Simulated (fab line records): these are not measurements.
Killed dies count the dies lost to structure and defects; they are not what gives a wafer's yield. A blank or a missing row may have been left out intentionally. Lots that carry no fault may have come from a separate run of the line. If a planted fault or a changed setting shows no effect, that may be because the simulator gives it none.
fab line records	flow gf180mcu
[record] lots = 11	wafers = 33	lastDay = 33
route steps=602 shown V3@452 M4@470 V4@481
lots that met no fault: taken from a fault-free run of the same line
startH: the number of hours between the record's first day and the start of the first shown wafer of the lot	waitH: hours from the lot's prior step to this one	" repeats the value in the row above	L1.1+2: one row covering several wafers at once	- either no value or no given start	* or withheld: withheld	< > ~ a bound
route shown NAME@n: a module of which the file shows steps, and the number in the route of the first	usual: mean and standard deviation over wafers with no fault	same: alike in all rows	chamber/n: place in a boat	sites: the reading at each site	_std_site: standard deviation across them	_edge_site: mean of outer sites minus mean of inner sites	radiusMm: for every site, how far away it sits from the centre of the wafer	mask NAME#n: copy n	behind: the tool/chamber that last shaped the wafer	hold: why the lot was held/for how many hours/how that ended	device: names the non-switching transistor (n, p or np)	end of line: the tests these same wafers got at the end of their route	a step given without rows: its recipe and nothing more	killed: not the wafer's yield, but the dies lost to structure and defects at the first sort	map: a wafer's dies, x killed, . not, _ none there
set.NAME: the run value of the setting; set.NAME@STEP: its run value at that earlier step	model.NAME: the simulator's own value behind a step, which no gauge read
the route's steps for a sample of lots (tables are steps, rows are wafers)
services: the hour from which a tool's chamber was out of use, counted from the record's first day as startH (under 0 if before that day), plus the number of hours and why
[[steps]]
[step GF_V3_CVD_23]
[recipe] material = W	targetThkNm = 350	timeS = 104.9	tempC = 400	pressureTorr = 40
[usual] heaterPowerW = 885/110
lot.wafer	tool	chamber	startH	waitH	heaterPowerW
L264.1	cvdW-02	0	510.45	0.0	869
L264.4	"	1	"	"	1033
L264.6	"	1	"	"	1022
L265.1	cvdW-01	0	521.47	0.0	724
L265.5	"	0	"	"	732
L265.6	"	1	"	"	872
L266.1	cvdW-01	0	530.49	0.0	746
L266.4	"	0	"	"	753
L266.5	"	0	"	"	731
L267.1	cvdW-01	0	539.44	0.0	734
L267.3	"	1	"	"	875
L267.4	"	0	"	"	738
L270.1	cvdW-01	0	564.59	0.0	733
L270.5	"	0	"	"	745
L270.6	"	0	"	"	747
L271.2	cvdW-02	1	575.28	0.0	1034
L271.4	"	0	"	"	859
L271.5	"	0	"	"	868
L276.1	cvdW-02	0	615.77	0.0	867
L276.3	"	0	"	"	850
L276.4	"	1	"	"	1042
L279.1	cvdW-02	0	638.85	0.0	865
L279.4	"	0	"	"	866
L279.6	"	0	"	"	877
L280.2	cvdW-01	0	643.45	0.0	739
L280.4	"	1	"	"	867
L280.5	"	1	"	"	859
L282.2	cvdW-01	0	658.37	0.0	747
L282.3	"	0	"	"	760
L282.5	"	1	"	"	858
L285.1	cvdW-01	1	673.80	0.0	871
L285.3	"	1	"	"	854
L285.6	"	1	"	"	861
[step GF_M4_CD_MEAS_14]
[recipe] targetCdNm = 280
[usual] cdNm = 280.4/1.1
lot.wafer	tool	chamber	startH	waitH	cdNm
L264.1	cdSem-02	-	533.39	0.1	282.4
L264.4	"	-	"	"	283.2
L264.6	"	-	"	"	281.4
L265.1	cdSem-02	-	544.57	0.1	279.8
L265.5	"	-	"	"	279.7
L265.6	"	-	"	"	280.6
L266.1	cdSem-02	-	553.67	0.1	279.1
L266.4	"	-	"	"	279.0
L266.5	"	-	"	"	279.1
L267.1	cdSem-01	-	562.12	0.1	280.9
L267.3	"	-	"	"	280.4
L267.4	"	-	"	"	280.9
L270.1	cdSem-02	-	586.32	0.1	280.3
L270.5	"	-	"	"	281.8
L270.6	"	-	"	"	281.4
L271.2	cdSem-02	-	596.54	0.1	278.8
L271.4	"	-	"	"	278.8
L271.5	"	-	"	"	279.1
L276.1	cdSem-01	-	637.54	0.1	279.0
L276.3	"	-	"	"	279.7
L276.4	"	-	"	"	278.8
L279.1	cdSem-02	-	659.58	0.1	281.0
L279.4	"	-	"	"	280.6
L279.6	"	-	"	"	282.7
L280.2	cdSem-01	-	663.49	0.1	280.7
L280.4	"	-	"	"	280.9
L280.5	"	-	"	"	281.3
L282.2	cdSem-01	-	678.25	0.1	280.1
L282.3	"	-	"	"	278.9
L282.5	"	-	"	"	279.3
L285.1	cdSem-02	-	693.72	0.1	280.0
L285.3	"	-	"	"	278.6
L285.6	"	-	"	"	279.8
[step GF_V4_BOW_MEAS_05]
[recipe] mode = bow
[usual] V4_BOW = 134/8
lot.wafer	tool	chamber	startH	waitH	V4_BOW[um]
L264.1	filmMetro-01	-	534.77	0.1	145
L264.4	"	-	"	"	127
L264.6	"	-	"	"	146
L265.1	filmMetro-03	-	546.04	0.2	141
L265.5	"	-	"	"	150
L265.6	"	-	"	"	150
L266.1	filmMetro-01	-	555.32	0.1	147
L266.4	"	-	"	"	127
L266.5	"	-	"	"	137
L267.1	filmMetro-03	-	563.51	0.2	136
L267.3	"	-	"	"	132
L267.4	"	-	"	"	142
L270.1	filmMetro-01	-	587.79	0.1	135
L270.5	"	-	"	"	133
L270.6	"	-	"	"	131
L271.2	filmMetro-03	-	597.96	0.2	121
L271.4	"	-	"	"	130
L271.5	"	-	"	"	112
L276.1	filmMetro-03	-	638.94	0.2	129
L276.3	"	-	"	"	128
L276.4	"	-	"	"	128
L279.1	filmMetro-04	-	661.01	0.1	145
L279.4	"	-	"	"	121
L279.6	"	-	"	"	133
L280.2	filmMetro-04	-	664.87	0.1	155
L280.4	"	-	"	"	144
L280.5	"	-	"	"	135
L282.2	filmMetro-03	-	679.63	0.1	133
L282.3	"	-	"	"	138
L282.5	"	-	"	"	132
L285.1	filmMetro-03	-	695.10	0.1	142
L285.3	"	-	"	"	132
L285.6	"	-	"	"	134
[step GF_V4_CVD_23]
[recipe] material = W	targetThkNm = 350	timeS = 104.9	tempC = 400	pressureTorr = 40
[usual] heaterPowerW = 870/100
lot.wafer	tool	chamber	startH	waitH	heaterPowerW
L264.1	cvdW-01	1	557.86	0.0	853
L264.4	"	1	"	"	851
L264.6	"	1	"	"	846
L265.1	cvdW-01	1	568.59	0.0	867
L265.5	"	1	"	"	865
L265.6	"	0	"	"	734
L266.1	cvdW-01	0	578.13	0.0	738
L266.4	"	0	"	"	763
L266.5	"	1	"	"	866
L267.1	cvdW-02	1	586.90	0.0	1037
L267.3	"	0	"	"	867
L267.4	"	1	"	"	1040
L270.1	cvdW-01	0	609.43	0.0	775
L270.5	"	1	"	"	868
L270.6	"	0	"	"	731
L271.2	cvdW-01	0	619.19	0.0	736
L271.4	"	0	"	"	735
L271.5	"	1	"	"	857
L276.1	cvdW-01	0	659.86	0.0	742
L276.3	"	1	"	"	884
L276.4	"	0	"	"	764
L279.1	cvdW-02	0	681.54	0.0	852
L279.4	"	1	"	"	1066
L279.6	"	1	"	"	1030
L280.2	cvdW-02	1	683.76	0.0	1032
L280.4	"	0	"	"	871
L280.5	"	1	"	"	1067
L282.2	cvdW-02	0	699.44	0.1	872
L282.3	"	0	"	"	870
L282.5	"	0	"	"	886
L285.1	cvdW-01	0	714.40	0.0	736
L285.3	"	0	"	"	740
L285.6	"	0	"	"	755
[step GF_V4_RS_MEAS_24]
[recipe] thkMeasGauge = four-point-probe	reads = W_of_V4_CVD_23+TiN_of_V4_SPUTTER_22+Ti_of_V4_SPUTTER_21
[usual] V4_W_RS = 0.326/0.0057
lot.wafer	tool	chamber	startH	waitH	V4_W_RS[ohm/sq]
L264.1	filmMetro-03	-	557.98	0.1	0.321
L264.4	"	-	"	"	0.323
L264.6	"	-	"	"	0.321
L265.1	filmMetro-04	-	568.71	0.1	0.320
L265.5	"	-	"	"	0.321
L265.6	"	-	"	"	0.326
L266.1	filmMetro-04	-	578.25	0.1	0.322
L266.4	"	-	"	"	0.325
L266.5	"	-	"	"	0.315
L267.1	filmMetro-01	-	587.01	0.1	0.332
L267.3	"	-	"	"	0.329
L267.4	"	-	"	"	0.331
L270.1	filmMetro-03	-	609.55	0.1	0.328
L270.5	"	-	"	"	0.318
L270.6	"	-	"	"	0.329
L271.2	filmMetro-03	-	619.32	0.1	0.324
L271.4	"	-	"	"	0.327
L271.5	"	-	"	"	0.316
L276.1	filmMetro-01	-	659.97	0.1	0.322
L276.3	"	-	"	"	0.868
L276.4	"	-	"	"	0.325
L279.1	filmMetro-01	-	681.65	0.1	0.328
L279.4	"	-	"	"	0.330
L279.6	"	-	"	"	0.328
L280.2	filmMetro-03	-	683.89	0.1	0.327
L280.4	"	-	"	"	0.334
L280.5	"	-	"	"	0.329
L282.2	filmMetro-01	-	699.65	0.2	0.334
L282.3	"	-	"	"	0.333
L282.5	"	-	"	"	0.334
L285.1	filmMetro-03	-	714.52	0.1	0.333
L285.3	"	-	"	"	0.330
L285.6	"	-	"	"	0.327
[step GF_V4_THK_MEAS_25]
[recipe] thkMeasGauge = xrf	reads = W_of_V4_CVD_23
[usual] V4_W_THK = 349/6.4
lot.wafer	tool	chamber	startH	waitH	V4_W_THK[nm]
L264.1	filmMetro-03	-	558.10	0.1	356
L264.4	"	-	"	"	354
L264.6	"	-	"	"	356
L265.1	filmMetro-04	-	568.83	0.1	359
L265.5	"	-	"	"	358
L265.6	"	-	"	"	350
L266.1	filmMetro-04	-	578.37	0.1	352
L266.4	"	-	"	"	350
L266.5	"	-	"	"	362
L267.1	filmMetro-01	-	587.13	0.1	343
L267.3	"	-	"	"	346
L267.4	"	-	"	"	341
L270.1	filmMetro-03	-	609.67	0.1	348
L270.5	"	-	"	"	362
L270.6	"	-	"	"	347
L271.2	filmMetro-03	-	619.43	0.1	351
L271.4	"	-	"	"	350
L271.5	"	-	"	"	360
L276.1	filmMetro-01	-	660.09	0.1	352
L276.3	"	-	"	"	133
L276.4	"	-	"	"	348
L279.1	filmMetro-01	-	681.77	0.1	348
L279.4	"	-	"	"	347
L279.6	"	-	"	"	346
L280.2	filmMetro-03	-	684.00	0.1	354
L280.4	"	-	"	"	341
L280.5	"	-	"	"	348
L282.2	filmMetro-01	-	699.76	0.1	340
L282.3	"	-	"	"	342
L282.5	"	-	"	"	340
L285.1	filmMetro-03	-	714.64	0.1	344
L285.3	"	-	"	"	346
L285.6	"	-	"	"	349
[step GF_V4_CMP_26]
[recipe] stopOn = SiO2	downForcePsi = 3.5	platenRpm = 60	tOverpolishS = 15	targetThkNm = 0	padVelocityMS = 0.94248
[usual] motorCurrentA = 11.3/1.5	timeToEndpointS = 84/3.2
lot.wafer	tool	chamber	startH	waitH	motorCurrentA	timeToEndpointS
L264.1	cmp-02	1	558.16	0.1	9.7	85
L264.4	"	0	"	"	11.1	86
L264.6	"	2	"	"	11.2	87
L265.1	cmp-02	0	569.04	0.2	10.8	85
L265.5	"	1	"	"	10.2	86
L265.6	"	2	"	"	11.4	88
L266.1	cmp-02	0	578.43	0.1	11.4	80
L266.4	"	1	"	"	10.3	85
L266.5	"	1	"	"	10.1	85
L267.4	cmp-01	0	587.24	0.1	13.6	83
L267.1	"	1	"	"	10.8	86
L267.3	"	2	"	"	10.7	84
L270.1	cmp-02	3	609.73	0.1	9.3	88
L270.6	"	3	"	"	9.4	83
L270.5	"	0	"	"	11.1	85
L271.2	cmp-01	0	619.48	0.0	12.4	89
L271.4	"	1	"	"	10.6	89
L271.5	"	0	"	"	13.8	91
L276.4	cmp-01	2	660.15	0.0	10.7	84
L276.3	"	0	"	"	12.7	32
L276.1	"	1	"	"	10.5	85
L279.4	cmp-01	3	681.88	0.1	13.9	84
L279.1	"	0	"	"	12.8	86
L279.6	"	2	"	"	10.2	82
L280.4	cmp-01	1	684.05	0.0	10.2	84
L280.2	"	3	"	"	14.5	86
L280.5	"	2	"	"	10.9	80
L282.3	cmp-02	3	699.91	0.1	9.2	79
L282.2	"	0	"	"	11.0	78
L282.5	"	2	"	"	11.7	82
L285.3	cmp-01	3	714.75	0.1	13.8	86
L285.1	"	0	"	"	12.8	86
L285.6	"	2	"	"	10.3	84
[[services]]
tool	chamber	startH	hours	kind
cvdW-02	-	514.50	14.6	pm
cmp-01	-	525.76	1.0	repair
cvdW-02	-	548.40	0.8	repair
cmp-01	-	552.41	8.6	pm
cvdW-01	1	562.21	2.7	repair
cmp-02	-	572.19	4.0	pm
cmp-02	-	576.19	-	consumableReplace:conditioner
cmp-02	-	576.19	-	consumableReplace:pad
cmp-02	-	591.87	6.7	pm
cvdW-02	-	640.02	1.4	repair
cmp-01	-	646.56	0.2	repair
cvdW-02	-	657.31	2.8	pm
cvdW-01	0	661.25	24.1	repair
cvdW-01	-	675.26	2.8	pm
cvdW-02	-	677.58	0.7	repair
cvdW-02	1	696.33	13.8	repair
cmp-01	-	703.43	7.6	repair
cmp-01	-	707.65	1.5	repair
[[key]]
[firstSign] step = GF_V4_RS_MEAS_24	reading = V4_W_RS	direction = up	sigmas = 96	usual = 0.326	struck = 0.868
[effect] step = GF_V4_THK_MEAS_25	reading = V4_W_THK	direction = down	sigmas = 34	usual = 349	struck = 133
[effect] step = GF_V4_CMP_26	reading = timeToEndpointS	direction = down	sigmas = 16	usual = *	struck = *
metAt GF_V4_CVD_23
struckLots L276
struckWafers L276.3
notActingAt GF_V3_CVD_23,GF_M4_CD_MEAS_14,GF_V4_BOW_MEAS_05
onsetBetween 619.19 659.86
[fault] kind = processParameterDrift	tool = cvdW-01	chamber = 1	onsetH = 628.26	steps = GF_V4_CVD_23	channel = targetThkNm	offset = -220.11	shape = step	endH = 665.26	actsIn = theseRecipesOnly	stated = 350
